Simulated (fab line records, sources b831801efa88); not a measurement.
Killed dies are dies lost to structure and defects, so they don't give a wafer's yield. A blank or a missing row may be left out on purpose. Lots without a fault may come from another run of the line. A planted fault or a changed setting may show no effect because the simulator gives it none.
fab line records | flow sky130
record lots=6 wafers=18 last_day=49
route steps=708 shown LDD_P@263 LDD_HVN@267 LDD_HVP@278 PAD_OPEN@708
lots that met no fault: from a run of the same line without faults
start_h: hours from the record's first day to the start of the lot's first wafer shown | wait_h: hours since the lot's step before | " the same as in the row above | L1.1+2: a row that stands for several wafers | - no value, or no start given | * or withheld: withheld | < > ~ a bound
route shown NAME@n: a module of which the file shows steps, and the number in the route of the first | usual: mean/standard deviation of fault-free wafers | same: alike in all rows | chamber/n: place in a boat | sites: the reading at each site | _std_site: their standard deviation | _edge_site: outer sites' mean less inner sites' | radius_mm: how far each site lies from the wafer's centre | mask NAME#n: copy n | behind: the tool/chamber that last shaped the wafer | hold: why the lot was held/for how many hours/how that ended | device: the transistor (n, p or np) that didn't switch | end of line: the same wafers' tests at the end of the route | a step without rows: its recipe alone | killed: dies lost to structure and defects at the first sort, not the wafer's yield | map: a wafer's dies, x killed, . not, _ none there
set.NAME: the setting as run; set.NAME@STEP: as run at that earlier step | model.NAME: the simulator's own value behind a step, which no gauge read
lots at some steps of the route; a table a step, a row a wafer
services: from which hour (start_h, from the record's first day; less than 0 if before it) a tool's chamber was out of use, for how many hours, and why
## steps
# step SKY_LDD_P_OVL_MEAS_08
# usual LDD_P_OVL=0.8/1.3
# columns lot.wafer tool chamber start_h wait_h LDD_P_OVL[nm]
L401.3 overlay-02 - 476.41 0.1 -0.2
L401.5 " - " " 2.3
L401.6 " - " " 0.4
L408.1 overlay-01 - 538.36 0.1 2.4
L408.2 " - " " 0.8
L408.3 " - " " 3.7
L410.3 overlay-02 - 561.51 0.1 -0.4
L410.4 " - " " 0.0
L410.5 " - " " -0.3
L411.2 overlay-01 - 566.36 0.1 -1.9
L411.3 " - " " -1.4
L411.5 " - " " -1.2
L413.2 overlay-02 - 582.05 0.1 1.4
L413.3 " - " " -0.2
L413.4 " - " " 0.6
L415.3 overlay-01 - 596.97 0.1 0.6
L415.4 " - " " 0.0
L415.5 " - " " 0.6
# step SKY_LDD_P_IMPLANT_09
# recipe species=BF2 energy_kev=25 dose_cm2=1e+13 tilt_deg=withheld
# step SKY_LDD_P_STRIP_10
# recipe chemistry=O2/N2 power_w=1400 pressure_mtorr=1500 platen_temp_c=withheld o2_flow_sccm=3000 n2_flow_sccm=300 overash_fraction=0.5
# usual drypump_motor_current_A=6.0/0.52 oes_product_au=0.716/0.0049 strip_time_to_endpoint_s=14.19/0.043
# same overash_fraction=0.5
# columns lot.wafer tool chamber start_h wait_h drypump_motor_current_A oes_product_au rf_hours_counter_h strip_time_to_endpoint_s
L401.3 plasma_asher-04 0 476.62 0.1 6.2 0.712 - 14.24
L401.5 " 0 " " 6.2 0.719 - 14.18
L401.6 " 1 " " 6.7 0.721 - 14.18
L408.1 plasma_asher-01 0 538.54 0.1 5.5 0.716 44 14.14
L408.2 " 1 " " 6.1 0.716 44 14.15
L408.3 " 1 " " 6.1 0.710 - 14.14
L410.3 plasma_asher-03 0 561.72 0.1 5.2 0.717 - 14.12
L410.4 " 1 " " 6.3 0.711 - 14.12
L410.5 " 0 " " 5.2 0.712 - 14.12
L411.2 plasma_asher-01 1 566.54 0.1 6.2 0.712 46 14.24
L411.3 " 0 " " 5.5 0.711 - 14.22
L411.5 " 1 " " 6.1 0.711 - 14.21
L413.2 plasma_asher-03 0 582.23 0.1 5.2 0.717 76 14.22
L413.3 " 0 " " 5.2 0.713 - 14.25
L413.4 " 1 " " 6.3 0.716 - 14.22
L415.3 plasma_asher-01 0 597.18 0.1 5.5 0.711 - 14.13
L415.4 " 1 " " 6.1 0.720 - 14.15
L415.5 " 0 " " 5.5 0.715 - 14.19
# step SKY_LDD_P_TW_MEAS_11
# usual LDD_P_TW=639/4.8
# columns lot.wafer tool chamber start_h wait_h LDD_P_TW
L401.3 film_metro-04 - 476.71 0.1 641
L401.5 " - " " 641
L401.6 " - " " 640
L408.1 film_metro-04 - 538.64 0.1 639
L408.2 " - " " 640
L408.3 " - " " 638
L410.3 film_metro-02 - 561.81 0.1 626
L410.4 " - " " 628
L410.5 " - " " 629
L411.2 film_metro-04 - 566.65 0.1 641
L411.3 " - " " 645
L411.5 " - " " 642
L413.2 film_metro-01 - 582.34 0.1 636
L413.3 " - " " 636
L413.4 " - " " 636
L415.3 film_metro-04 - 597.26 0.1 642
L415.4 " - " " 641
L415.5 " - " " 645
# step SKY_LDD_HVN_DEHYDRATE_00
# recipe temp_c=200 time_s=60
# step SKY_LDD_HVN_HMDS_01
# recipe prime_time_s=60 prime_temp_c=120
# step SKY_LDD_HVN_COAT_02
# recipe resist=NOVOLAK spin_rpm=3000 resist_thk_nm=300
# step SKY_LDD_HVN_SOFTBAKE_03
# recipe temp_c=90 time_s=60 resist=NOVOLAK
# step SKY_LDD_HVN_EXPOSE_04
# recipe mask_id=HVNTM na=0.6 source_shape=conventional sigma_outer=0.6 polarization=unpolarized target_cd_nm=700 dose_mj=127
# step SKY_LDD_HVN_PEB_05
# recipe temp_c=withheld time_s=* resist=NOVOLAK
# step SKY_LDD_HVN_DEVELOP_06
# recipe resist=NOVOLAK developer=TMAH develop_time_s=60 dev_temp_c=23
# step SKY_LDD_HVN_OVL_MEAS_07
# usual LDD_HVN_OVL=-0.7/1.3
# columns lot.wafer tool chamber start_h wait_h LDD_HVN_OVL[nm]
L401.3 overlay-01 - 507.15 0.1 -2.7
L401.5 " - " " -2.7
L401.6 " - " " -1.1
L408.1 overlay-01 - 568.22 0.1 -1.2
L408.2 " - " " -1.1
L408.3 " - " " 1.3
L410.3 overlay-02 - 591.79 0.1 -1.1
L410.4 " - " " -1.5
L410.5 " - " " -0.2
L411.2 overlay-02 - 595.58 0.1 0.2
L411.3 " - " " 0.3
L411.5 " - " " -0.1
L413.2 overlay-01 - 610.83 0.1 -0.4
L413.3 " - " " -2.5
L413.4 " - " " 0.9
L415.3 overlay-02 - 626.35 0.1 -2.2
L415.4 " - " " -2.0
L415.5 " - " " -0.8
# step SKY_LDD_HVN_IMPLANT_08
# recipe species=P energy_kev=60 dose_cm2=3e+13 tilt_deg=40
# usual dose_ions_cm2=2.999e+13/3.1e+10 faraday_current_uA=169/3.5
# columns lot.wafer tool chamber start_h wait_h dose_ions_cm2 faraday_current_uA
L401.3 implanter-02 0 507.22 0.1 2.998e+13 165
L401.5 " 0 " " 3e+13 170
L401.6 " 0 " " 2.995e+13 164
L408.1 implanter-03 0 568.26 0.0 2.997e+13 172
L408.2 " 0 " " 2.991e+13 176
L408.3 " 0 " " 2.995e+13 170
L410.3 implanter-03 0 591.86 0.1 2.543e+13 145
L410.4 " 0 " " 2.547e+13 141
L410.5 " 0 " " 2.545e+13 142
L411.2 implanter-03 0 595.64 0.0 2.541e+13 148
L411.3 " 0 " " 2.549e+13 145
L411.5 " 0 " " 2.543e+13 144
L413.2 implanter-02 0 610.89 0.0 2.996e+13 172
L413.3 " 0 " " 2.998e+13 168
L413.4 " 0 " " 2.994e+13 173
L415.3 implanter-02 0 626.42 0.1 2.996e+13 173
L415.4 " 0 " " 2.997e+13 170
L415.5 " 0 " " 2.998e+13 174
# step SKY_LDD_HVN_STRIP_09
# recipe chemistry=O2/N2 power_w=1400 pressure_mtorr=1500 platen_temp_c=withheld o2_flow_sccm=3000 n2_flow_sccm=300 overash_fraction=0.5
# usual drypump_motor_current_A=6.1/0.42 oes_product_au=0.408/0.0046 strip_time_to_endpoint_s=4.135/0.015
# same overash_fraction=0.5
# columns lot.wafer tool chamber start_h wait_h drypump_motor_current_A oes_product_au rf_hours_counter_h strip_time_to_endpoint_s
L401.3 plasma_asher-01 0 507.35 0.1 5.5 0.408 - 4.136
L401.5 " 0 " " 5.5 0.401 - 4.151
L401.6 " 1 " " 6.2 0.413 - 4.120
L408.1 plasma_asher-01 1 568.41 0.1 6.1 0.407 46 4.117
L408.2 " 0 " " 5.5 0.405 46 4.112
L408.3 " 1 " " 6.1 0.406 - 4.132
L410.3 plasma_asher-04 1 591.99 0.1 6.7 0.404 - 4.121
L410.4 " 0 " " 6.2 0.410 - 4.155
L410.5 " 0 " " 6.2 0.403 - 4.123
L411.2 plasma_asher-02 1 595.76 0.1 5.8 0.419 16 4.161
L411.3 " 0 " " 5.6 0.409 - 4.134
L411.5 " 1 " " 5.8 0.401 - 4.147
L413.2 plasma_asher-04 1 611.01 0.1 6.7 0.410 93 4.107
L413.3 " 0 " " 6.2 0.400 - 4.145
L413.4 " 1 " " 6.7 0.409 - 4.127
L415.3 plasma_asher-01 0 626.55 0.1 5.5 0.407 - 4.162
L415.4 " 1 " " 6.1 0.402 - 4.147
L415.5 " 1 " " 6.1 0.413 - 4.145
# step SKY_LDD_HVN_TW_MEAS_10
# usual LDD_HVN_TW=1439/8.9
# columns lot.wafer tool chamber start_h wait_h LDD_HVN_TW
L401.3 film_metro-02 - 507.44 0.1 1441
L401.5 " - " " 1432
L401.6 " - " " 1430
L408.1 film_metro-01 - 568.51 0.1 1432
L408.2 " - " " 1430
L408.3 " - " " 1435
L410.3 film_metro-03 - 592.08 0.1 1365
L410.4 " - " " 1351
L410.5 " - " " 1367
L411.2 film_metro-01 - 595.87 0.1 1367
L411.3 " - " " 1365
L411.5 " - " " 1370
L413.2 film_metro-01 - 611.12 0.1 1437
L413.3 " - " " 1446
L413.4 " - " " 1444
L415.3 film_metro-03 - 626.64 0.1 1439
L415.4 " - " " 1436
L415.5 " - " " 1440
# step SKY_LDD_HVP_DEHYDRATE_00
# recipe temp_c=200 time_s=60
# step SKY_PAD_OPEN_PROBE_99
# usual killed_at_M0_to_M3=43/7.7 killed_at_M4_up=2.9/1.7 killed_at_contacts=24/5.5 killed_at_front_end=15/4 killed_at_other=0.4/0.66 killed_dies=86/9.4 killed_on_rim=17/3.5 killed_open=47/6.7 killed_short=38/6.2
# same gross_dies=492 killed_at_back_side=0
# columns lot.wafer tool chamber start_h wait_h killed_at_M0_to_M3 killed_at_M4_up killed_at_contacts killed_at_front_end killed_at_other killed_dies killed_on_rim killed_open killed_short model.etest.tip_n_5v.rs_ohm_sq
L401.3 prober-01 - 1105.76 0.2 57 5 13 12 0 87 13 52 35 1366
L401.5 prober-01 - 1105.86 0.2 40 3 27 18 2 90 16 54 36 1378
L401.6 prober-01 - 1105.91 0.2 34 4 23 27 0 88 20 46 41 1366
L408.1 prober-02 - 1144.81 0.1 53 6 26 16 0 101 17 53 47 1389
L408.2 prober-02 - 1144.86 0.1 40 0 18 19 1 78 17 39 39 1383
L408.3 prober-02 - 1144.91 0.2 48 5 16 12 0 81 17 41 40 1389
L410.3 prober-02 - 1158.07 0.2 45 2 27 18 1 93 18 49 44 1591
L410.4 prober-02 - 1158.12 0.2 26 2 18 15 0 61 11 40 21 1595
L410.5 prober-02 - 1158.17 0.2 48 3 23 15 0 89 18 53 36 1596
L411.2 prober-01 - 1164.68 0.1 53 1 18 18 0 90 15 50 40 1590
L411.3 prober-01 - 1164.73 0.2 37 3 28 14 0 82 14 48 34 1580
L411.5 prober-01 - 1164.83 0.2 48 1 32 10 0 91 17 52 39 1593
L413.2 prober-01 - 1170.55 0.1 32 2 28 15 1 78 16 44 34 1392
L413.3 prober-01 - 1170.60 0.2 35 3 38 20 1 97 24 55 41 1389
L413.4 prober-01 - 1170.65 0.2 34 2 25 12 0 73 15 40 33 1384
L415.3 prober-01 - 1177.12 0.2 39 3 17 12 0 71 15 31 39 1395
L415.4 prober-01 - 1177.17 0.2 53 1 25 16 1 96 16 47 48 1404
L415.5 prober-01 - 1177.22 0.2 36 4 21 16 0 77 12 44 33 1392
# killed by level:class
L401.3 VIA1:geometric_particle:open=16 VIA3:geometric_particle:open=9 VIA2:geometric_particle:open=7 LOCAL_INTERCONNECT:geometric_particle:short=5 VIA1:geometric_particle:short=5 FIELD_ISO:geometric_particle:open=4 POLY_GATE:geometric_particle:open=4 METAL2:geometric_particle:short=4
L401.5 VIA1:geometric_particle:open=14 CONTACT:geometric_particle:open=9 VIA2:geometric_particle:open=8 POLY_GATE:geometric_particle:open=6 LOCAL_INTERCONNECT:geometric_particle:short=6 VIA3:geometric_particle:open=6 POLY_GATE:geometric_particle:short=5 FIELD_ISO:geometric_particle:open=4
L401.6 CONTACT:geometric_particle:open=12 FIELD_ISO:geometric_particle:open=9 VIA3:geometric_particle:open=8 POLY_GATE:geometric_particle:short=6 VIA1:geometric_particle:short=6 VIA1:geometric_particle:open=6 FIELD_ISO:geometric_particle:short=5 POLY_GATE:geometric_particle:open=5
L408.1 CONTACT:geometric_particle:open=14 VIA1:geometric_particle:open=11 VIA1:geometric_particle:short=8 LI_CONTACT:geometric_particle:open=7 VIA3:geometric_particle:open=7 METAL1:geometric_particle:short=6 VIA2:geometric_particle:open=6 FIELD_ISO:geometric_particle:short=5
L408.2 VIA1:geometric_particle:open=8 POLY_GATE:geometric_particle:open=6 LOCAL_INTERCONNECT:geometric_particle:short=6 METAL2:geometric_particle:short=6 LI_CONTACT:geometric_particle:open=5 VIA2:geometric_particle:short=5 VIA2:geometric_particle:open=5 FIELD_ISO:geometric_particle:short=4
L408.3 VIA1:geometric_particle:open=12 VIA2:geometric_particle:open=7 METAL1:geometric_particle:short=6 METAL2:geometric_particle:short=6 CONTACT:geometric_particle:short=5 CONTACT:geometric_particle:open=5 VIA3:geometric_particle:short=5 VIA1:geometric_particle:short=5
L410.3 CONTACT:geometric_particle:open=10 VIA2:geometric_particle:open=8 VIA3:geometric_particle:open=7 VIA1:geometric_particle:open=7 METAL2:geometric_particle:short=7 POLY_GATE:geometric_particle:short=6 LI_CONTACT:geometric_particle:open=6 LOCAL_INTERCONNECT:geometric_particle:short=6
L410.4 CONTACT:geometric_particle:open=10 VIA3:geometric_particle:open=6 FIELD_ISO:geometric_particle:open=5 VIA2:geometric_particle:open=5 POLY_GATE:geometric_particle:short=5 VIA1:geometric_particle:open=5 LI_CONTACT:geometric_particle:open=4 VIA2:geometric_particle:short=3
L410.5 VIA3:geometric_particle:open=11 CONTACT:geometric_particle:open=9 METAL1:geometric_particle:short=8 LI_CONTACT:geometric_particle:open=8 VIA2:geometric_particle:open=8 VIA1:geometric_particle:open=7 VIA1:geometric_particle:short=4 SPACER:geometric_particle:short=4
L411.2 VIA1:geometric_particle:open=13 METAL1:geometric_particle:short=9 LI_CONTACT:geometric_particle:open=8 CONTACT:geometric_particle:open=7 FIELD_ISO:geometric_particle:short=6 VIA2:geometric_particle:open=6 VIA3:geometric_particle:open=6 VIA2:geometric_particle:short=5
L411.3 VIA1:geometric_particle:open=13 CONTACT:geometric_particle:open=9 VIA2:geometric_particle:open=7 LOCAL_INTERCONNECT:geometric_particle:short=6 CONTACT:geometric_particle:short=6 FIELD_ISO:geometric_particle:short=3 LOCAL_INTERCONNECT:geometric_particle:open=3 METAL1:geometric_particle:open=3
L411.5 LI_CONTACT:geometric_particle:open=10 METAL1:geometric_particle:short=10 LOCAL_INTERCONNECT:geometric_particle:short=9 VIA1:geometric_particle:open=9 VIA3:geometric_particle:open=7 CONTACT:geometric_particle:open=6 VIA2:geometric_particle:open=6 POLY_GATE:geometric_particle:open=5
L413.2 CONTACT:geometric_particle:open=9 LI_CONTACT:geometric_particle:open=8 VIA2:geometric_particle:open=7 POLY_GATE:geometric_particle:open=5 CONTACT:geometric_particle:short=5 VIA3:geometric_particle:open=5 FIELD_ISO:geometric_particle:short=4 METAL1:geometric_particle:short=4
L413.3 CONTACT:geometric_particle:open=18 VIA1:geometric_particle:short=7 CONTACT:geometric_particle:short=6 VIA1:geometric_particle:open=6 POLY_GATE:geometric_particle:open=5 LI_CONTACT:geometric_particle:open=5 LOCAL_INTERCONNECT:geometric_particle:short=5 VIA3:geometric_particle:open=5
L413.4 CONTACT:geometric_particle:open=12 VIA1:geometric_particle:open=7 VIA1:geometric_particle:short=5 POLY_GATE:geometric_particle:short=4 LI_CONTACT:geometric_particle:open=4 CONTACT:geometric_particle:short=4 METAL2:geometric_particle:short=4 POLY_GATE:geometric_particle:open=3
L415.3 VIA2:geometric_particle:open=8 METAL1:geometric_particle:short=7 VIA2:geometric_particle:short=6 LOCAL_INTERCONNECT:geometric_particle:short=5 VIA1:geometric_particle:open=4 CONTACT:geometric_particle:open=4 METAL1:geometric_particle:open=4 FIELD_ISO:geometric_particle:short=3
L415.4 VIA2:geometric_particle:open=10 VIA1:geometric_particle:open=9 METAL1:geometric_particle:short=8 LI_CONTACT:geometric_particle:open=8 CONTACT:geometric_particle:short=7 CONTACT:geometric_particle:open=6 FIELD_ISO:geometric_particle:short=5 VIA1:geometric_particle:short=5
L415.5 CONTACT:geometric_particle:open=11 LI_CONTACT:geometric_particle:open=7 VIA1:geometric_particle:open=7 METAL1:geometric_particle:short=6 FIELD_ISO:geometric_particle:open=4 FIELD_ISO:geometric_particle:short=4 POLY_GATE:geometric_particle:open=4 METAL4:geometric_particle:short=4
## services
# columns tool chamber start_h hours kind
plasma_asher-01 - 458.78 8.1 repair
plasma_asher-03 - 475.92 3.0 repair
implanter-03 - 479.74 6.4 pm
plasma_asher-03 - 492.63 7.9 repair
plasma_asher-02 - 512.16 2.7 pm
implanter-03 - 518.11 3.1 repair
plasma_asher-02 - 575.01 9.5 repair
implanter-03 - 601.23 0.6 repair
implanter-03 - 603.69 23.2 pm
plasma_asher-04 - 604.98 2.0 repair
plasma_asher-03 - 624.33 12.8 repair
## key
first_sign step=SKY_LDD_HVN_IMPLANT_08 reading=dose_ions_cm2 direction=down sigmas=99+ usual=* struck=*
effect step=SKY_LDD_HVN_IMPLANT_08 reading=faraday_current_uA direction=down sigmas=7.1 usual=169 struck=144
effect step=SKY_LDD_HVN_TW_MEAS_10 reading=LDD_HVN_TW direction=down sigmas=8.4 usual=1439 struck=1364
model_effect step=SKY_PAD_OPEN_PROBE_99 value=etest.tip_n_5v.rs_ohm_sq without=1408 struck=1591
met_at SKY_LDD_HVN_IMPLANT_08
struck_wafers L410.3,L410.4,L410.5,L411.2,L411.3,L411.5
tester_left_out L410,L411
onset_between 568.26 591.86
fault kind=process_parameter_drift tool=implanter-03 chamber=- onset_h=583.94 steps=SKY_LDD_HVN_IMPLANT_08 channel=dose_cm2 offset=* shape=step end_h=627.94 acts_in=* stated=*
# tester_left_out: of these lots the tester's yield and bins aren't shown, on N5 and GAA mostly nor the transistor test; their killed dies are dies lost to structure and defects alone, not to doping, threshold or leakage, so they don't give the yield
